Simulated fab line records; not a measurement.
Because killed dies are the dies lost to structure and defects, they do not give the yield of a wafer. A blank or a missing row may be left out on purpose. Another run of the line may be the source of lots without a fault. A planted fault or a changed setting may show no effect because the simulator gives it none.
Which tool was responsible? | flow sky130 | 16 wafers sampled from 6 lots at 1 step of a route of 708

== WHAT THE GAUGES SHOWED, per wafer ==
SKY_METAL1_THK_MEAS_06: measures by xrf.
lot  | measured     | on            | METAL1_ALCU_THK (nm)
L640 | day 32 16:02 | film_metro-03 | 248.7 249.6 247.4
L646 | day 34 10:26 | film_metro-03 | 247.0 248.7
L651 | day 35 23:37 | film_metro-04 | 245.1 244.9
L654 | day 37 03:02 | film_metro-04 | 242.0 242.7 244.5
L656 | day 37 13:20 | film_metro-02 | 245.3 246.4 246.3
L659 | day 38 16:07 | film_metro-03 | 244.5 244.2 248.7

== TOOL THAT RAN EACH LOT (tool first, then ch and the chambers of the sampled wafers, then the start) ==
Before these readings, the record contains no process step.

== THE ANSWER, worked out from the rows above alone ==
Rule: usual is defined by the lots themselves. The widest of any qualifying gaps counts: lots, ordered by their means at a reading, are off when they make up no more than a third of the lots, leave a main group of 4 or more, and stand apart from it by 3 or more times the standard deviation of that group's means. If all means in a main group match to the digits the tables above print for the reading, that group is not used. A lot without any number at a reading at which 4 lots or more have one is off too. All remaining lots with rows at the step are treated as sound.
No lot is off at any reading shown: from this, nothing can be told.

== WHAT THE SIMULATOR HAD PUT IN ==
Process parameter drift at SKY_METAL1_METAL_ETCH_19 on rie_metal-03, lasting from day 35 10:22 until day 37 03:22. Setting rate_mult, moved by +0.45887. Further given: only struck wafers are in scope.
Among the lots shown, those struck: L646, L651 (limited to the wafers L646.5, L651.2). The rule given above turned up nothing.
